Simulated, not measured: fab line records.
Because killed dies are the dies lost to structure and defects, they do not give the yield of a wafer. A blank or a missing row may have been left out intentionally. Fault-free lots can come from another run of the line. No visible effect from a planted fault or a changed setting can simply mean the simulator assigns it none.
fab line records -- flow sky130
record: lots: 5, wafers: 14, last-day: 50
route steps=708 shown POLY_CUT@314 SD_P@320 PAD_OPEN@708
lots with no fault: from the same line, run without faults
start-h: hours from the record's opening day to when the first of the lot's shown wafers began -- wait-h: hours elapsed since this lot's preceding step -- " unchanged from the row above -- L1.1+2: a single row standing in for several wafers -- - either no value or no given start -- * or withheld: withheld -- < > ~ a bound
route shown NAME@n: a module of which the file shows steps, and the number in the route of the first -- usual: mean/standard deviation of fault-free wafers -- same: alike in all rows -- chamber/n: place in a boat -- sites: each site's reading -- _std_site: standard deviation of those values -- _edge_site: outer sites' mean less inner sites' -- radius-mm: how far each site lies from the wafer's centre -- mask NAME#n: copy n -- behind: the tool/chamber that last shaped the wafer -- hold: why the lot went on hold/how many hours it stayed there/how the hold came to an end -- device: the n, p or np transistor that did not switch -- end of line: the route-end tests of the same wafers -- a step without rows: its recipe alone -- killed: not the wafer's yield, but the dies lost to structure and defects at the first sort -- map: shows each die of a wafer: x if killed, . if not, _ if none is there
set.NAME: the setting as run; set.NAME@STEP: as run at that earlier step -- model.NAME: the simulator's own value behind a step, which no gauge read
a table for each step, a row for each wafer; lots at some steps of the route
services: from which hour (start-h, from the record's first day; less than 0 if before it) a tool's chamber was out of use, for how many hours, and why
== steps ==
step: SKY_POLY_CUT_DEVELOP_07
recipe: develop-time-s: 60, resist: KrF-thick, dev-temp-c: 21
step: SKY_POLY_CUT_CD_MEAS_08
recipe: target-cd-nm: 270
usual: cd-nm: 270.3/1.6
lot.wafer,tool,chamber,start-h,wait-h,cd-nm
L439.3,cd-sem-02,-,629.11,-,267.2
L439.5,cd-sem-02,-,629.11,-,267.8
L439.6,cd-sem-02,-,629.11,-,268.7
L441.4,cd-sem-02,-,655.53,-,270.7
L441.6,cd-sem-02,-,655.53,-,271.3
L451.1,cd-sem-02,-,718.99,-,269.5
L451.2,cd-sem-02,-,718.99,-,268.2
L451.5,cd-sem-02,-,718.99,-,268.4
L452.2,cd-sem-01,-,723.34,-,268.1
L452.3,cd-sem-01,-,723.34,-,270.2
L452.4,cd-sem-01,-,723.34,-,269.7
L454.2,cd-sem-01,-,738.16,-,269.5
L454.3,cd-sem-01,-,738.16,-,270.7
L454.6,cd-sem-01,-,738.16,-,267.9
step: SKY_POLY_CUT_OVL_MEAS_09
usual: POLY_CUT_OVL: 0/6.6
lot.wafer,tool,chamber,start-h,wait-h,POLY_CUT_OVL[nm]
L439.3,overlay-02,-,629.20,0.1,8
L439.5,overlay-02,-,629.20,0.1,-2
L439.6,overlay-02,-,629.20,0.1,10
L441.4,overlay-02,-,655.61,0.1,2
L441.6,overlay-02,-,655.61,0.1,0
L451.1,overlay-02,-,719.11,0.1,1
L451.2,overlay-02,-,719.11,0.1,-5
L451.5,overlay-02,-,719.11,0.1,-3
L452.2,overlay-02,-,723.45,0.1,7
L452.3,overlay-02,-,723.45,0.1,15
L452.4,overlay-02,-,723.45,0.1,16
L454.2,overlay-02,-,738.26,0.1,7
L454.3,overlay-02,-,738.26,0.1,-7
L454.6,overlay-02,-,738.26,0.1,8
step: SKY_POLY_CUT_ETCH_10
recipe: chemistry: N2/H2, target: BARC, ion-energy-ev: 200, source-w: 500, bias-w: 100, pressure-mtorr: 30, n2-flow-sccm: 100, h2-flow-sccm: 200, stop-on: SiO2, time-s: 45.9, target-depth-a: 600
usual: bias-w: 100.0/0.32, drypump-motor-current-A: 5.8/0.32, oes-product-au: 0.854/0.0045, throttle-valve-pct: 13.224/0.0084
lot.wafer,tool,chamber,start-h,wait-h,bias-w,drypump-motor-current-A,oes-product-au,rf-hours-counter-h,throttle-valve-pct
L439.3,rie-diel-04,0,629.23,0.0,99.6,6.3,0.854,41,13.224
L439.5,rie-diel-04,1,629.23,0.0,99.9,6.2,0.851,-,13.224
L439.6,rie-diel-04,2,629.23,0.0,99.6,6.0,0.855,-,13.228
L441.4,rie-diel-04,0,655.63,0.0,100.1,6.3,0.855,42,13.232
L441.6,rie-diel-04,0,655.63,0.0,99.8,6.3,0.860,-,13.236
L451.1,rie-diel-04,2,719.14,0.0,100.0,6.0,0.855,7,13.218
L451.2,rie-diel-04,1,719.14,0.0,99.8,6.2,0.860,9,13.229
L451.5,rie-diel-04,3,719.14,0.0,100.1,5.7,0.860,-,13.217
L452.2,rie-diel-02,2,723.48,0.0,100.2,5.1,0.850,6,13.220
L452.3,rie-diel-02,3,723.48,0.0,100.2,5.5,0.855,4,13.237
L452.4,rie-diel-02,0,723.48,0.0,99.8,5.9,0.853,18,13.225
L454.2,rie-diel-01,1,738.29,0.0,100.1,5.4,0.850,8,13.224
L454.3,rie-diel-01,2,738.29,0.0,99.7,5.7,0.855,4,13.240
L454.6,rie-diel-01,2,738.29,0.0,99.9,5.7,0.849,-,13.238
step: SKY_POLY_CUT_ETCH_11
recipe: target: Si3N4, chemistry: CF4/CH2F2/Ar, stop-on: poly-Si, source-w: 600, bias-w: 150, pressure-mtorr: 40, cf4-flow-sccm: 40, ch2f2-flow-sccm: 20, Ar_flow_sccm: 150, time-s: 42.5, target-depth-a: 600
usual: bias-w: 150.0/0.48, drypump-motor-current-A: 5.8/0.32, oes-product-au: 0.832/0.008, throttle-valve-pct: 14.995/0.0092
lot.wafer,tool,chamber,start-h,wait-h,bias-w,drypump-motor-current-A,oes-product-au,rf-hours-counter-h,throttle-valve-pct
L439.3,rie-diel-04,0,629.27,0.0,149.9,6.3,0.826,41,15.002
L439.5,rie-diel-04,1,629.27,0.0,150.2,6.2,0.834,-,14.976
L439.6,rie-diel-04,2,629.27,0.0,149.4,6.0,0.837,-,14.996
L441.4,rie-diel-04,0,655.67,0.0,149.6,6.3,0.834,42,14.993
L441.6,rie-diel-04,0,655.67,0.0,149.3,6.3,0.828,-,14.993
L451.1,rie-diel-04,2,719.19,0.0,149.3,6.0,0.825,7,15.000
L451.2,rie-diel-04,1,719.19,0.0,149.4,6.2,0.828,9,14.995
L451.5,rie-diel-04,3,719.19,0.0,149.7,5.7,0.826,-,14.993
L452.2,rie-diel-02,2,723.52,0.0,149.5,5.1,0.840,6,15.015
L452.3,rie-diel-02,3,723.52,0.0,150.0,5.5,0.834,4,14.986
L452.4,rie-diel-02,0,723.52,0.0,150.2,6.0,0.822,18,14.989
L454.2,rie-diel-01,1,738.34,0.0,150.5,5.4,0.831,8,14.995
L454.3,rie-diel-01,2,738.34,0.0,150.2,5.7,0.823,4,15.003
L454.6,rie-diel-01,2,738.34,0.0,150.2,5.7,0.834,-,14.980
step: SKY_POLY_CUT_STRIP_12
recipe: chemistry: O2/N2, power-w: 1400, pressure-mtorr: 1500, platen-temp-c: withheld, o2-flow-sccm: 3000, n2-flow-sccm: 300, overash-fraction: 0.5
usual: drypump-motor-current-A: 5.5/0.32, oes-product-au: 0.453/0.0042, strip-time-to-endpoint-s: 5.352/0.017
lot.wafer,tool,chamber,start-h,wait-h,drypump-motor-current-A,oes-product-au,rf-hours-counter-h,strip-time-to-endpoint-s
L439.3,plasma-asher-04,1,629.34,0.1,5.6,0.456,-,5.352
L439.5,plasma-asher-04,1,629.34,0.1,5.7,0.459,-,5.347
L439.6,plasma-asher-04,0,629.34,0.1,6.1,0.452,-,5.355
L441.4,plasma-asher-02,1,655.74,0.1,5.2,0.450,-,5.354
L441.6,plasma-asher-02,1,655.74,0.1,5.1,0.465,-,5.387
L451.1,plasma-asher-04,1,719.23,0.0,5.7,0.455,84,5.389
L451.2,plasma-asher-04,0,719.23,0.0,6.2,0.449,84,5.384
L451.5,plasma-asher-04,0,719.23,0.0,6.1,0.450,-,5.374
L452.2,plasma-asher-01,0,723.56,0.0,5.1,0.458,31,5.347
L452.3,plasma-asher-01,1,723.56,0.0,5.5,0.443,-,5.357
L452.4,plasma-asher-01,0,723.56,0.0,5.2,0.449,-,5.375
L454.2,plasma-asher-01,1,738.38,0.0,5.6,0.454,33,5.389
L454.3,plasma-asher-01,0,738.38,0.0,5.1,0.457,-,5.380
L454.6,plasma-asher-01,1,738.38,0.0,5.6,0.455,-,5.337
step: SKY_SD_P_DEHYDRATE_00
recipe: temp-c: 200, time-s: 60
step: SKY_SD_P_HMDS_01
recipe: prime-time-s: 60, prime-temp-c: 120
step: SKY_SD_P_COAT_02
recipe: resist: NOVOLAK, spin-rpm: 3000, resist-thk-nm: 1140
step: SKY_SD_P_SOFTBAKE_03
recipe: temp-c: 90, time-s: 60, resist: NOVOLAK
step: SKY_SD_P_EXPOSE_04
recipe: mask-id: PSDM, na: 0.6, source-shape: conventional, sigma-outer: 0.6, polarization: unpolarized, target-cd-nm: 380, dose-mj: 138
step: SKY_SD_P_PEB_05
recipe: temp-c: withheld, time-s: *, resist: NOVOLAK
step: SKY_SD_P_DEVELOP_06
recipe: resist: NOVOLAK, developer: TMAH, develop-time-s: 60, dev-temp-c: 23
lot.wafer,tool,chamber,start-h,wait-h
L439.3+5+6,litho-track-03,0,657.54,0.1
L441.4+6,litho-track-01,0,683.66,0.1
L451.1+2+5,litho-track-03,0,745.64,0.1
L452.2+3+4,litho-track-03,0,750.26,0.1
L454.2+3+6,litho-track-01,0,764.76,0.1
step: SKY_SD_P_CD_MEAS_07
recipe: target-cd-nm: 380
usual: cd-nm: 380.6/2.6
lot.wafer,tool,chamber,start-h,wait-h,cd-nm
L439.3,cd-sem-02,-,657.68,0.1,383.2
L439.5,cd-sem-02,-,657.68,0.1,384.1
L439.6,cd-sem-02,-,657.68,0.1,383.4
L441.4,cd-sem-01,-,683.80,0.1,349.5
L441.6,cd-sem-01,-,683.80,0.1,348.7
L451.1,cd-sem-02,-,745.79,0.1,378.3
L451.2,cd-sem-02,-,745.79,0.1,377.3
L451.5,cd-sem-02,-,745.79,0.1,378.9
L452.2,cd-sem-01,-,750.41,0.1,384.2
L452.3,cd-sem-01,-,750.41,0.1,382.6
L452.4,cd-sem-01,-,750.41,0.1,381.8
L454.2,cd-sem-01,-,764.91,0.1,380.8
L454.3,cd-sem-01,-,764.91,0.1,376.1
L454.6,cd-sem-01,-,764.91,0.1,378.5
step: SKY_SD_P_OVL_MEAS_08
usual: SD_P_OVL: 0.4/1.4
lot.wafer,tool,chamber,start-h,wait-h,SD_P_OVL[nm]
L439.3,overlay-02,-,657.77,0.1,1.3
L439.5,overlay-02,-,657.77,0.1,0.6
L439.6,overlay-02,-,657.77,0.1,0.4
L441.4,overlay-01,-,683.88,0.1,1.3
L441.6,overlay-01,-,683.88,0.1,0.0
L451.1,overlay-02,-,745.91,0.1,1.2
L451.2,overlay-02,-,745.91,0.1,1.5
L451.5,overlay-02,-,745.91,0.1,-0.8
L452.2,overlay-02,-,750.51,0.1,3.9
L452.3,overlay-02,-,750.51,0.1,0.4
L452.4,overlay-02,-,750.51,0.1,1.2
L454.2,overlay-02,-,765.02,0.1,-1.0
L454.3,overlay-02,-,765.02,0.1,-0.2
L454.6,overlay-02,-,765.02,0.1,-1.3
step: SKY_PAD_OPEN_PROBE_99
usual: killed_at_M0_to_M3: 43/6.5, killed_at_M4_up: 3.5/1.9, killed-at-contacts: 24/5.4, killed-at-front-end: 16/4.8, killed-at-other: 0.4/0.64, killed-dies: 87/9.4, killed-open: 47/7, killed-short: 40/6.3
same: gross-dies: 492, killed-at-back-side: 0
lot.wafer,tool,chamber,start-h,wait-h,killed_at_M0_to_M3,killed_at_M4_up,killed-at-contacts,killed-at-front-end,killed-at-other,killed-dies,killed-open,killed-short
L439.3,prober-01,-,1124.61,0.2,46,3,27,11,2,89,49,40
L439.5,prober-01,-,1124.71,0.2,48,1,32,12,0,93,49,44
L439.6,prober-01,-,1124.76,0.2,41,4,25,7,0,77,44,33
L441.4,prober-01,-,1143.46,0.2,36,4,19,15,1,75,35,37
L441.6,prober-01,-,1143.56,0.2,38,5,26,19,1,89,46,42
L452.2,prober-01,-,1184.43,0.1,38,2,33,16,0,89,53,36
L452.3,prober-01,-,1184.48,0.2,37,3,21,21,0,82,51,31
L452.4,prober-01,-,1184.53,0.2,43,3,25,12,0,83,42,39
L454.2,prober-01,-,1194.84,0.1,43,2,19,21,0,85,46,39
L454.3,prober-01,-,1194.89,0.2,32,1,20,25,1,79,34,44
L454.6,prober-01,-,1195.04,0.2,42,7,24,21,1,95,47,48
killed by level:class
L439.3 CONTACT:geometric-particle:open=11 VIA1:geometric-particle:open=9 LI_CONTACT:geometric-particle:open=7 METAL1:geometric-particle:short=7 METAL2:geometric-particle:short=7 VIA3:geometric-particle:open=7 POLY_GATE:geometric-particle:open=4 LOCAL_INTERCONNECT:geometric-particle:short=4
L439.5 VIA1:geometric-particle:open=13 CONTACT:geometric-particle:open=10 LI_CONTACT:geometric-particle:open=9 VIA1:geometric-particle:short=9 VIA3:geometric-particle:open=7 CONTACT:geometric-particle:short=6 POLY_GATE:geometric-particle:short=5 METAL2:geometric-particle:short=5
L439.6 CONTACT:geometric-particle:open=12 VIA1:geometric-particle:open=11 VIA2:geometric-particle:open=7 METAL1:geometric-particle:short=6 LI_CONTACT:geometric-particle:open=5 CONTACT:geometric-particle:short=4 VIA1:geometric-particle:short=4 METAL2:geometric-particle:short=4
L441.4 LI_CONTACT:geometric-particle:open=7 VIA1:geometric-particle:open=7 CONTACT:geometric-particle:open=7 METAL3:geometric-particle:short=6 VIA1:geometric-particle:short=5 METAL2:geometric-particle:short=4 METAL1:geometric-particle:short=4 FIELD_ISO:geometric-particle:short=3
L441.6 CONTACT:geometric-particle:open=14 VIA1:geometric-particle:open=9 FIELD_ISO:geometric-particle:short=7 CONTACT:geometric-particle:short=6 VIA3:geometric-particle:open=5 VIA1:geometric-particle:short=5 METAL4:geometric-particle:short=5 POLY_GATE:geometric-particle:short=4
L452.2 LI_CONTACT:geometric-particle:open=11 CONTACT:geometric-particle:open=11 METAL1:geometric-particle:short=7 VIA2:geometric-particle:open=7 CONTACT:geometric-particle:short=6 VIA3:geometric-particle:open=6 POLY_GATE:geometric-particle:short=5 FIELD_ISO:geometric-particle:short=4
L452.3 VIA3:geometric-particle:open=9 CONTACT:geometric-particle:open=8 VIA1:geometric-particle:open=7 VIA2:geometric-particle:open=7 POLY_GATE:geometric-particle:short=5 POLY_GATE:geometric-particle:open=5 LI_CONTACT:geometric-particle:open=5 FIELD_ISO:geometric-particle:open=4
L452.4 CONTACT:geometric-particle:open=10 CONTACT:geometric-particle:short=8 VIA1:geometric-particle:open=8 VIA2:geometric-particle:open=7 METAL2:geometric-particle:short=6 VIA3:geometric-particle:open=6 VIA1:geometric-particle:short=5 LI_CONTACT:geometric-particle:open=4
L454.2 VIA1:geometric-particle:open=9 VIA3:geometric-particle:open=9 FIELD_ISO:geometric-particle:short=8 CONTACT:geometric-particle:short=6 METAL2:geometric-particle:short=6 FIELD_ISO:geometric-particle:open=5 POLY_GATE:geometric-particle:open=5 CONTACT:geometric-particle:open=5
L454.3 POLY_GATE:geometric-particle:short=8 FIELD_ISO:geometric-particle:short=7 LI_CONTACT:geometric-particle:open=6 VIA2:geometric-particle:open=6 LOCAL_INTERCONNECT:geometric-particle:short=5 FIELD_ISO:geometric-particle:open=4 CONTACT:geometric-particle:open=4 VIA1:geometric-particle:open=4
L454.6 FIELD_ISO:geometric-particle:short=8 CONTACT:geometric-particle:open=8 VIA3:geometric-particle:open=8 FIELD_ISO:geometric-particle:open=6 CONTACT:geometric-particle:short=6 METAL2:geometric-particle:short=5 VIA1:geometric-particle:open=5 METAL1:geometric-particle:short=4
== services ==
tool,chamber,start-h,hours,kind
rie-diel-02,0,606.61,5.5,repair
rie-diel-01,0,607.15,-,clean
rie-diel-01,0,607.15,29.9,scheduled-down
rie-diel-01,0,607.15,29.9,vent-cycle
rie-diel-01,-,632.14,2.8,pm
plasma-asher-04,-,640.62,2.1,repair
plasma-asher-04,-,642.76,28.1,pm
plasma-asher-02,-,668.92,2.1,repair
rie-diel-01,1,675.72,4.3,repair
rie-diel-04,1,693.39,6.8,repair
plasma-asher-04,-,698.60,1.9,repair
plasma-asher-01,-,700.62,4.9,repair
rie-diel-04,-,708.68,0.3,repair
rie-diel-02,1,725.74,7.4,repair
rie-diel-04,1,732.00,4.7,repair
plasma-asher-02,-,733.75,9.0,pm
plasma-asher-02,0,733.75,9.0,vent-cycle
plasma-asher-02,1,733.75,9.0,vent-cycle
plasma-asher-04,-,739.16,1.3,repair
plasma-asher-02,0,742.75,-,clean
plasma-asher-02,1,742.75,-,clean
plasma-asher-01,-,750.92,2.8,pm
== key ==
first-sign: step: SKY_SD_P_CD_MEAS_07, reading: cd-nm, direction: down, sigmas: 12, usual: 380.6, struck: 349.1
effect none on later readings
met-at SKY_SD_P_DEVELOP_06
struck-wafers L441.4,L441.6
tester-left-out L441
also-fits SKY_POLY_CUT_STRIP_12:plasma-asher-02
fault: kind: process-parameter-drift, tool: litho-track-01, chamber: -, onset-h: 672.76, steps: SKY_SD_P_DEVELOP_06, channel: develop-time-s, offset: *, shape: step, end-h: 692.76, scope: struck-wafers-only, acts-in: *, stated: *
tester-left-out: of these lots the tester's yield and bins aren't shown, on N5 and GAA mostly nor the transistor test; their killed dies are dies lost to structure and defects alone, not to doping, threshold or leakage, so they don't give the yield
